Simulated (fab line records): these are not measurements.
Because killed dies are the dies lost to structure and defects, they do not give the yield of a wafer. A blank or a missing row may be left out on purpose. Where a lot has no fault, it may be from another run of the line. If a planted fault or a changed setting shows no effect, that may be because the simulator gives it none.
One fault seen from 2 desks ; flow gf180mcu ; each desk has only its own numbers; what lay behind them comes last

THE METROLOGY DESK
Lot by lot, what the gauges showed, no matter which tool ran the lot: averages of those sampled wafers that carry a number. Marked OUT: a lot whose mean sits more than 4 standard deviations from the usual mean, which makes it out of limits; the brackets give that distance.
Columns: A = cdNm at GF_POLY_GATE_CD_MEAS_10, usual 279.4 nm; B = HV_LDD_02_OVL at GF_HV_LDD_OVL_MEAS_32, usual -0.2 nm
lot;first seen here;A;B
L172;day 9 05:47;279.2;-1.2
L173;day 9 10:16;280.8;-0.1
L176;day 10 18:11;277.0;-0.2
L179;day 11 08:55;282.8;-0.6
L180;day 11 23:23;276.6;0.6
L181;day 12 04:32;278.0;0.2
L182;day 12 06:39;278.7;0.5
L183;day 12 14:32;281.5;0.8
L184;day 12 20:20;280.3;-1.2
L185;day 13 07:25;280.0;0.4
L190;day 14 15:29;279.5;-0.5
L191;day 14 23:17;281.5;-0.8
L192;day 15 05:41;279.9;0.9
L194;day 15 19:41;277.9;-0.5
Finding of this desk: none of the 14 lots has anything out of limits.

DESK OF THE TOOL OWNER: implanter-01
GF_HV_LDD_IMPLANT_48, tool's own readings: per-lot mean of the sampled wafers with a number, covering each lot this tool ran. Marked OUT: a lot whose mean sits more than 4 standard deviations from the usual mean, which makes it out of limits; the brackets give that distance.
Columns: A = doseIonsCm2 at GF_HV_LDD_IMPLANT_48, usual 3e+13
lot;first seen here;A
L172;day 12 11:06;3e+13
L179;day 14 21:16;3e+13
L182;day 15 21:15;3e+13
L183;day 16 04:20;3e+13 (-19) OUT
L185;day 16 23:48;3e+13 (-17) OUT
This desk finds L183, L185 out of limits, L183 being first, at day 16 04:20 (doseIonsCm2 at GF_HV_LDD_IMPLANT_48). L172, L179, L182 stayed within limits.

ALL TOGETHER
At day 16 04:20, on L183, L185, the tool owner's desk was in a position to raise an alarm.
Metrology desk: nothing out of limits seen.
The metrology desk holds a record of L183, L185, inside its limits.
On implanter-01, each named lot ran GF_HV_LDD_IMPLANT_48.

WHAT THE SIMULATOR HAD INSERTED
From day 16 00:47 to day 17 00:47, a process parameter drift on implanter-01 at GF_HV_LDD_IMPLANT_48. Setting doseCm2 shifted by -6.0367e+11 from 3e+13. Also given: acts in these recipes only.
Lots struck among those shown: L183, L185.
Hours from the fault's start to each desk's first reading out of limits: the tool owner's desk, 4.
